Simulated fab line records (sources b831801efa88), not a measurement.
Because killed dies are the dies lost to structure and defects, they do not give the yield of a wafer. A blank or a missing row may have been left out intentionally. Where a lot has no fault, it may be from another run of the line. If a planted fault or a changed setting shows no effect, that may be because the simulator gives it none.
Matching of chambers || flow sky130 || SKY_LI_CONTACT_CMP_02 on cmp-01: 4 sister chambers
The step polishes PSG. 8 wafers are shown with their chamber, then 7 later ones without.

WAFERS WITH THEIR CHAMBER
{"wafer": "L424.1", "chamber": 1, "motorCurrentA (A)": 12.3, "timeToEndpointS (s)": 32.4}
{"wafer": "L424.4", "chamber": 2, "motorCurrentA (A)": 14.9, "timeToEndpointS (s)": 31.0}
{"wafer": "L424.6", "chamber": 2, "motorCurrentA (A)": 14.7, "timeToEndpointS (s)": 34.2}
{"wafer": "L427.3", "chamber": 3, "motorCurrentA (A)": 11.3, "timeToEndpointS (s)": 34.7}
{"wafer": "L427.5", "chamber": 0, "motorCurrentA (A)": 12.6, "timeToEndpointS (s)": 33.8}
{"wafer": "L427.6", "chamber": 1, "motorCurrentA (A)": 12.2, "timeToEndpointS (s)": 33.7}
{"wafer": "L429.1", "chamber": 0, "motorCurrentA (A)": 12.1, "timeToEndpointS (s)": 31.3}
{"wafer": "L429.2", "chamber": 3, "motorCurrentA (A)": 11.5, "timeToEndpointS (s)": 36.2}

WAFERS WITHOUT THEIR CHAMBER
{"wafer": "L429.3", "motorCurrentA (A)": 14.3, "timeToEndpointS (s)": 33.4}
{"wafer": "L433.1", "motorCurrentA (A)": 10.8, "timeToEndpointS (s)": 32.8}
{"wafer": "L433.3", "motorCurrentA (A)": 14.7, "timeToEndpointS (s)": 32.2}
{"wafer": "L433.6", "motorCurrentA (A)": 12.5, "timeToEndpointS (s)": 28.8}
{"wafer": "L438.3", "motorCurrentA (A)": 14.2, "timeToEndpointS (s)": 32.6}
{"wafer": "L438.4", "motorCurrentA (A)": 11.3, "timeToEndpointS (s)": 30.8}
{"wafer": "L438.5", "motorCurrentA (A)": 12.4, "timeToEndpointS (s)": 28.2}

CHAMBER TAKEN BY EACH
{"wafer": "L429.3", "from the rows above": 2, "in truth": 2}
{"wafer": "L433.1", "from the rows above": 3, "in truth": 3}
{"wafer": "L433.3", "from the rows above": 2, "in truth": 2}
{"wafer": "L433.6", "from the rows above": "can't be placed: 0 or 1", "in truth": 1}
{"wafer": "L438.3", "from the rows above": 2, "in truth": 2}
{"wafer": "L438.4", "from the rows above": "can't be placed: 3 or 1", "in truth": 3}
{"wafer": "L438.5", "from the rows above": "can't be placed: 0 or 1", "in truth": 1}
4 of 7 placed correctly. Cannot be placed on the basis of these rows: 3; the candidates contain the true chamber in 3. 0 placed wrongly.
How it was worked out, from the rows above alone: a wafer's distance from a chamber is the root of the sum, over the readings, of the square of ((its reading less the chamber's mean) divided by the reading's scatter). If the next closest chamber is less than 2 further off than the closest, the wafer can't be placed; otherwise it belongs to the closest. Each chamber's mean is taken over the wafers shown for it. The scatter: take each reading less its chamber's mean, square it, sum over the shown wafers, divide by the number of wafers less the number of chambers, and take the root.
